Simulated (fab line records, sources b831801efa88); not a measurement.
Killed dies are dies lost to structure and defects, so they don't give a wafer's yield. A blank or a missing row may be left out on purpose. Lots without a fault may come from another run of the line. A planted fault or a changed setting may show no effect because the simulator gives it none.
Which tool did it? | flow sky130 | 14 lots, 42 wafers sampled, at 4 steps of a route of 708

WHAT THE GAUGES READ, wafer by wafer
SKY_VT_ADJUST_HVTR_OVL_MEAS_08. Usual: VT_ADJUST_HVTR_OVL 0.6 nm, standard deviation 1.6.
lot  | measured     | on         | VT_ADJUST_HVTR_OVL (nm) | flag
L539 | day 9 14:31  | overlay-01 | 1.6 0.4 0.6             |
L540 | day 10 09:14 | overlay-02 | 2.5 3.0 1.6             |
L542 | day 11 04:51 | overlay-01 | -1.7 0.3 -0.1           |
L544 | day 11 15:52 | overlay-02 | -0.5 0.3 0.8            |
L547 | day 12 06:44 | overlay-01 | 1.2 2.6 2.2             |
L548 | day 12 17:34 | overlay-02 | -0.9 -1.7 -1.0          |
L552 | day 13 22:05 | overlay-02 | 0.3 0.7 -1.2            |
L553 | day 14 00:52 | overlay-01 | -1.5 -1.6 0.0           |
L555 | day 14 13:10 | overlay-02 | -2.3 -1.6 -2.1          |
L556 | day 14 21:25 | overlay-01 | 3.0 3.0 3.1             |
L557 | day 15 06:18 | overlay-01 | -0.6 -0.1 1.9           |
L558 | day 15 14:26 | overlay-01 | 2.8 3.2 3.3             |
L559 | day 15 18:07 | overlay-02 | 4.2 2.7 1.8             |
L560 | day 16 18:25 | overlay-02 | 3.1 0.2 0.8             |

SKY_LDD_HVP_OVL_MEAS_07. Usual: LDD_HVP_OVL 1.8 nm, standard deviation 1.5.
lot  | measured     | on         | LDD_HVP_OVL (nm) | flag
L539 | day 21 21:01 | overlay-01 | 0.9 2.0 0.9      |
L540 | day 22 16:56 | overlay-02 | 2.7 3.7 3.8      |
L542 | day 23 20:19 | overlay-01 | 2.8 3.2 2.7      |
L544 | day 24 06:08 | overlay-01 | 2.9 1.3 4.4      |
L547 | day 25 01:55 | overlay-02 | 1.1 1.2 -0.6     |
L548 | day 25 22:00 | overlay-01 | 2.4 2.8 2.3      |
L552 | day 26 19:04 | overlay-02 | -0.8 0.4 0.0     |
L553 | day 26 22:01 | overlay-02 | 4.7 3.5 2.9      |
L555 | day 27 17:32 | overlay-01 | 0.1 0.3 0.5      |
L556 | day 28 01:53 | overlay-01 | -0.5 1.2 1.2     |
L557 | day 28 07:48 | overlay-02 | -0.7 -0.4 1.5    |
L558 | day 28 11:12 | overlay-01 | 3.9 4.0 3.8      |
L559 | day 28 19:38 | overlay-01 | 2.2 1.6 2.6      |
L560 | day 29 19:39 | overlay-01 | 3.0 3.5 3.6      |

WHICH TOOL RAN EACH LOT (tool, then ch and the chambers of the sampled wafers, then the start)
lot  | SKY_FIELD_ISO_STRIP_16              | SKY_NWELL_DEVELOP_09
L539 | plasma_asher-02 ch 0,1, day 2 09:17 | litho_track-01 ch 0, day 4 16:00
L540 | plasma_asher-01 ch 0,1, day 2 15:40 | litho_track-02 ch 0, day 5 08:00
L542 | plasma_asher-04 ch 0,1, day 3 00:45 | litho_track-01 ch 0, day 5 23:00
L544 | plasma_asher-04 ch 0,1, day 3 14:47 | litho_track-04 ch 0, day 6 06:00
L547 | plasma_asher-04 ch 0,1, day 4 05:04 | litho_track-02, day 6 18:00
L548 | plasma_asher-04 ch 0, day 4 13:35   | litho_track-01, day 7 03:00
L552 | plasma_asher-04 ch 1, day 5 05:38   | litho_track-01 ch 0, day 7 23:00
L553 | plasma_asher-02 ch 0,1, day 5 11:47 | litho_track-04 ch 0, day 8 04:00
L555 | plasma_asher-04 ch 0,1, day 5 20:13 | litho_track-04 ch 0, day 8 13:00
L556 | plasma_asher-01 ch 0,1, day 6 03:08 | litho_track-02 ch 0, day 8 20:00
L557 | plasma_asher-02 ch 0,1, day 6 08:09 | litho_track-04 ch 0, day 9 04:00
L558 | plasma_asher-04 ch 0,1, day 6 13:31 | litho_track-04 ch 0, day 9 09:00
L559 | plasma_asher-02 ch 0,1, day 6 17:53 | litho_track-01 ch 0, day 9 14:00
L560 | plasma_asher-02 ch 0,1, day 7 00:50 | litho_track-02 ch 0, day 10 07:00
- SKY_FIELD_ISO_STRIP_16: strips in O2/N2.
- SKY_NWELL_DEVELOP_09: develop time 60 s.

WHAT THE TOOLS THEMSELVES READ (means of the sampled wafers that have a number; where no wafer has one, the mark that the record gives instead)
SKY_FIELD_ISO_STRIP_16. Usual: drypump_motor_current_A 5.9 A, standard deviation 0.47; n2_flow_sccm 299.9 sccm, standard deviation 0.94; oes_product_au 0.380 a.u., standard deviation 0.0047; strip_time_to_endpoint_s 3.57 s, standard deviation 0.038.
lot  | tool            | drypump_motor_current_A (A) | n2_flow_sccm (sccm) | oes_product_au (a.u.) | strip_time_to_endpoint_s (s) | flag
L539 | plasma_asher-02 | 5.9                         | 299.1               | 0.382                 | 3.63                         |
L540 | plasma_asher-01 | 6.4                         | 301.4               | 0.378                 | 3.59                         |
L542 | plasma_asher-04 | 5.7                         | 298.8               | 0.375                 | 3.54                         |
L544 | plasma_asher-04 | 5.7                         | 300.2               | 0.376                 | 3.57                         |
L547 | plasma_asher-04 | 5.4                         | 299.3               | 0.381                 | 3.59                         |
L548 | plasma_asher-04 | 5.2                         | 300.4               | 0.374                 | 3.59                         |
L552 | plasma_asher-04 | 5.9                         | 299.0               | 0.376                 | 3.51                         |
L553 | plasma_asher-02 | 5.9                         | 299.2               | 0.378                 | 3.58                         |
L555 | plasma_asher-04 | 5.4                         | 300.8               | 0.382                 | 3.60                         |
L556 | plasma_asher-01 | 6.1                         | 299.5               | 0.387                 | 3.60                         |
L557 | plasma_asher-02 | 5.8                         | 298.9               | 0.383                 | 3.63                         |
L558 | plasma_asher-04 | 5.4                         | 299.9               | 0.384                 | 3.58                         |
L559 | plasma_asher-02 | 5.8                         | 300.5               | 0.379                 | 3.56                         |
L560 | plasma_asher-02 | 5.8                         | 299.8               | 0.380                 | 3.56                         |

SKY_NWELL_DEVELOP_09. Usual: chill_plate_temp_C 22.98 C, standard deviation 0.099; exhaust_pa 45.0 Pa, standard deviation 0.82.
lot  | tool           | chill_plate_temp_C (C) | exhaust_pa (Pa) | flag
L539 | litho_track-01 | 23.07                  | 45.2            |
L540 | litho_track-02 | 22.95                  | 45.2            |
L542 | litho_track-01 | 23.02                  | 44.8            |
L544 | litho_track-04 | 22.99                  | 45.2            |
L547 | litho_track-02 | -                      | -               | OFF
L548 | litho_track-01 | -                      | -               | OFF
L552 | litho_track-01 | 22.99                  | 44.7            |
L553 | litho_track-04 | 23.01                  | 45.5            |
L555 | litho_track-04 | 23.05                  | 44.4            |
L556 | litho_track-02 | 22.96                  | 45.5            |
L557 | litho_track-04 | 22.90                  | 45.2            |
L558 | litho_track-04 | 23.03                  | 44.6            |
L559 | litho_track-01 | 22.87                  | 45.6            |
L560 | litho_track-02 | 23.04                  | 45.3            |

THE ANSWER, worked out from the rows above alone
Rule: a lot is off if the mean of its wafers that have a number lies more than 3 standard deviations from the usual mean. A lot without any number at a reading at which 4 lots or more have one is off too. The other lots that the step has rows for count as sound. The gauges are gone through in route order, then the tools' own readings, and for those a lot's mean is taken as printed above. The first step at which some lot is off is used, and at that step the reading that is off furthest; a lot without a number counts as furthest.
Off: L547, L548, at SKY_NWELL_DEVELOP_09 (chill_plate_temp_C). Without a number there: L547, L548.
A tool fits if, at that step or a process step before it, it ran every lot that is off, and no sound lot after the first of them. None of those tried fits.

WHAT THE SIMULATOR HAD PUT IN
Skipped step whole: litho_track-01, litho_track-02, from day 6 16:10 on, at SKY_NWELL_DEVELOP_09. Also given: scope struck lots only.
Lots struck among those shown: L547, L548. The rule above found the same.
